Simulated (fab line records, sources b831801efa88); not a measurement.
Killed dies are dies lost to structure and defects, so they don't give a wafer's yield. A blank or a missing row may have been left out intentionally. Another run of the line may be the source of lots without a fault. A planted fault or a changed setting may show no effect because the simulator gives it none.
What tool caused it?	flow sky130	6 lots, 18 wafers sampled, at 3 steps of a route of 708

## WHAT THE GAUGES READ, wafer by wafer
SKY_VIA2_RS_MEAS_22: measures by four-point-probe.
lot	measured	on	VIA2_W_RS (ohm/sq)
L363	day 36 21:48	film_metro-04	0.2733 0.2756 0.2732
L367	day 38 13:56	film_metro-01	0.2770 0.2749 0.2782
L370	day 39 06:47	film_metro-01	0.2736 0.2757 0.2721
L372	day 39 16:23	film_metro-04	0.2679 0.2695 0.2712
L383	day 42 19:51	film_metro-04	0.2678 0.2698 0.2682
L385	day 43 01:41	film_metro-04	0.2711 0.2695 0.2746

## WHICH TOOL RAN EACH LOT (tool, then ch and the chambers of the sampled wafers, then the start)
lot	SKY_METAL2_SPUTTER_01	SKY_METAL2_STRIP_20
L363	pvd_sputter-02, day 34 15:00	plasma_asher-01 ch 0,1, day 35 17:45
L367	pvd_sputter-01, day 36 07:31	plasma_asher-04 ch 0,1, day 37 10:19
L370	pvd_sputter-01, day 37 01:23	plasma_asher-04 ch 0,1, day 38 03:31
L372	pvd_sputter-01, day 37 10:19	plasma_asher-02 ch 0, day 38 12:03
L383	pvd_sputter-04, day 40 17:36	plasma_asher-04 ch 1, day 41 17:45
L385	pvd_sputter-01, day 40 23:40	plasma_asher-02 ch 1, day 41 23:52
- SKY_METAL2_SPUTTER_01: material TiN, target thk 20 nm, time 16.7 s.
- SKY_METAL2_STRIP_20: strips in O2/N2.

## THE ANSWER, worked out from the rows above alone
Rule: usual is defined by the lots themselves. Put in order of their means at a reading, lots are off if they are a third of the lots or fewer, leave a main group of 4 or more, and stand apart from it by a gap of 3 or more times the standard deviation of the main group's means; of several such gaps the widest counts. The tables above print the reading to a certain number of digits; a main group whose means all agree to those digits is not used. Also off: a lot with no number at a reading for which 4 or more lots have one. The other lots that the step has rows for count as sound.
Nothing can be told from this: no lot is off at any reading shown.

## WHAT THE SIMULATOR PUT IN
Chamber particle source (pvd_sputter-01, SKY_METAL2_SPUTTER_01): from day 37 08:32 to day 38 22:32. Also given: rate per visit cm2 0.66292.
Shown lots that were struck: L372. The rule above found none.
